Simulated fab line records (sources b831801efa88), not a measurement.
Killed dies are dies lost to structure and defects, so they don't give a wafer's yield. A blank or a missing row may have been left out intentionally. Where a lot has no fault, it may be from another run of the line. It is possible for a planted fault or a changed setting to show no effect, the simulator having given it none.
The tool behind it: which one? ; flow sky130 ; Sampling: 14 lots, 42 wafers, 4 of 708 route steps

== WHAT THE GAUGES SHOWED, per wafer ==
SKY_CAP2M_THK_MEAS_04: measures by xrf. Usual: CAP2M_TIN_THK typically reads 200.1 nm, with standard deviation 2.9.
lot;measured;on;CAP2M_TIN_THK (nm);flag
L342;day 40 02:36;film-metro-04;200.3 197.6 200.9;
L343;day 40 10:50;film-metro-04;201.0 201.3 201.1;
L346;day 41 06:47;film-metro-03;202.4 200.2 202.6;
L347;day 41 14:01;film-metro-02;200.7 202.3 198.5;
L349;day 42 07:27;film-metro-03;205.0 202.7 203.8;
L350;day 42 20:12;film-metro-02;205.6 202.4 201.0;
L353;day 43 05:25;film-metro-02;193.8 194.5 195.7;
L355;day 44 01:31;film-metro-04;202.2 201.2 202.6;
L359;day 44 23:48;film-metro-02;201.2 199.3 202.5;
L360;day 45 04:11;film-metro-02;196.7 199.5 197.9;
L361;day 45 12:17;film-metro-04;202.6 203.8 202.9;
L362;day 45 12:56;film-metro-04;196.8 198.9 198.2;
L363;day 45 19:21;film-metro-02;194.8 197.1 196.9;
L364;day 45 20:41;film-metro-04;199.7 196.7 198.0;

SKY_CAP2M_OVL_MEAS_12. Usual: CAP2M_OVL typically reads -0.8 nm, with standard deviation 1.4.
lot;measured;on;CAP2M_OVL (nm);flag
L342;day 41 02:38;overlay-01;-0.2 -0.3 -0.3;
L343;day 41 11:19;overlay-01;-0.6 -1.2 -2.0;
L346;day 42 06:16;overlay-01;1.4 1.7 1.6;
L347;day 42 12:40;overlay-01;-1.7 0.2 -0.4;
L349;day 43 06:09;overlay-01;- - -;OFF
L350;day 43 19:22;overlay-01;- - -;OFF
L353;day 44 03:37;overlay-01;-0.6 1.4 0.5;
L355;day 44 23:45;overlay-01;-2.5 -2.7 -1.3;
L359;day 45 20:31;overlay-02;-1.3 0.2 0.1;
L360;day 46 01:16;overlay-01;-3.5 -3.0 -1.1;
L361;day 46 09:04;overlay-02;-0.1 -0.3 -1.7;
L362;day 46 09:51;overlay-02;-1.8 -3.8 -1.8;
L363;day 46 16:12;overlay-01;-2.0 -1.8 -2.0;
L364;day 46 16:52;overlay-01;-0.8 0.4 0.2;

== TOOL THAT RAN EACH LOT (tool first, then ch and the chambers of the sampled wafers, then the start) ==
lot;SKY_METAL4_SPUTTER_04;SKY_CAP2M_DEVELOP_11
L342;pvd-sputter-03, day 40 02:13;litho-track-03 ch 0, day 41 02:30
L343;pvd-sputter-02, day 40 10:28;litho-track-02 ch 0, day 41 11:11
L346;pvd-sputter-01, day 41 06:25;litho-track-02 ch 0, day 42 06:07
L347;pvd-sputter-02, day 41 13:40;litho-track-02 ch 0, day 42 12:31
L349;pvd-sputter-01, day 42 07:05;litho-track-03, day 43 06:00
L350;pvd-sputter-02, day 42 19:50;litho-track-02, day 43 19:13
L353;pvd-sputter-03, day 43 05:03;litho-track-02 ch 0, day 44 03:29
L355;pvd-sputter-03, day 44 01:10;litho-track-03 ch 0, day 44 23:36
L359;pvd-sputter-03, day 44 23:25;litho-track-04 ch 0, day 45 20:24
L360;pvd-sputter-01, day 45 03:49;litho-track-02 ch 0, day 46 01:07
L361;pvd-sputter-03, day 45 11:56;litho-track-02 ch 0, day 46 08:55
L362;pvd-sputter-03, day 45 12:34;litho-track-03 ch 0, day 46 09:42
L363;pvd-sputter-03, day 45 18:59;litho-track-03 ch 0, day 46 16:04
L364;pvd-sputter-01, day 45 20:19;litho-track-03 ch 0, day 46 16:45
- SKY_METAL4_SPUTTER_04: material TiN, target thk 70 nm, time 58.3 s.
- SKY_CAP2M_DEVELOP_11: develop time 60 s.

== AS READ BY THE TOOLS THEMSELVES (means over the sampled wafers that have a number; for cases with no such wafer, the mark the record gives instead) ==
SKY_METAL4_SPUTTER_04. Usual: throttle-valve-pct reads 30.8 % (standard deviation 1.2).
lot;tool;throttle-valve-pct (%);flag
L342;pvd-sputter-03;31.3;
L343;pvd-sputter-02;30.7;
L346;pvd-sputter-01;31.3;
L347;pvd-sputter-02;30.5;
L349;pvd-sputter-01;29.9;
L350;pvd-sputter-02;30.6;
L353;pvd-sputter-03;31.9;
L355;pvd-sputter-03;31.3;
L359;pvd-sputter-03;29.5;
L360;pvd-sputter-01;29.9;
L361;pvd-sputter-03;32.3;
L362;pvd-sputter-03;32.0;
L363;pvd-sputter-03;30.1;
L364;pvd-sputter-01;30.5;

SKY_CAP2M_DEVELOP_11. Usual: chill-plate-temp-C 22.99 C, standard deviation 0.095; exhaust-pa 45.1 Pa, standard deviation 0.84.
lot;tool;chill-plate-temp-C (C);exhaust-pa (Pa);flag
L342;litho-track-03;22.91;45.1;
L343;litho-track-02;23.04;45.4;
L346;litho-track-02;22.98;44.9;
L347;litho-track-02;22.98;45.6;
L349;litho-track-03;-;-;OFF
L350;litho-track-02;-;-;OFF
L353;litho-track-02;22.97;44.6;
L355;litho-track-03;22.99;45.2;
L359;litho-track-04;22.97;45.3;
L360;litho-track-02;22.94;45.9;
L361;litho-track-02;23.01;45.3;
L362;litho-track-03;23.03;45.4;
L363;litho-track-03;22.94;44.6;
L364;litho-track-03;22.89;45.6;

== THE ANSWER, worked out from the rows above alone ==
Rule: a lot counts as off when the mean over its wafers that have a number is more than 3 standard deviations away from the usual mean. A lot without any number at a reading at which 4 lots or more have one is off too. Any other lot the step has rows for is counted as sound. First the gauges in route order, then the tools' own readings, where a lot's mean is used as printed above. At the first step where some lot is off, the reading lying furthest off is the one used; lots without a number count as furthest.
Off: L349, L350, seen at SKY_CAP2M_OVL_MEAS_12 (CAP2M_OVL). Without a number there: L349, L350.
A tool fits if, at a process step before that reading, it ran every lot that is off, and no sound lot after the first of them. Not tried: the gauges at SKY_CAP2M_OVL_MEAS_12; whatever is off there is also off at SKY_CAP2M_DEVELOP_11, on other tools, and gauge error can't account for it. No candidate that was tried fits.

== WHAT THE SIMULATOR HAD INSERTED ==
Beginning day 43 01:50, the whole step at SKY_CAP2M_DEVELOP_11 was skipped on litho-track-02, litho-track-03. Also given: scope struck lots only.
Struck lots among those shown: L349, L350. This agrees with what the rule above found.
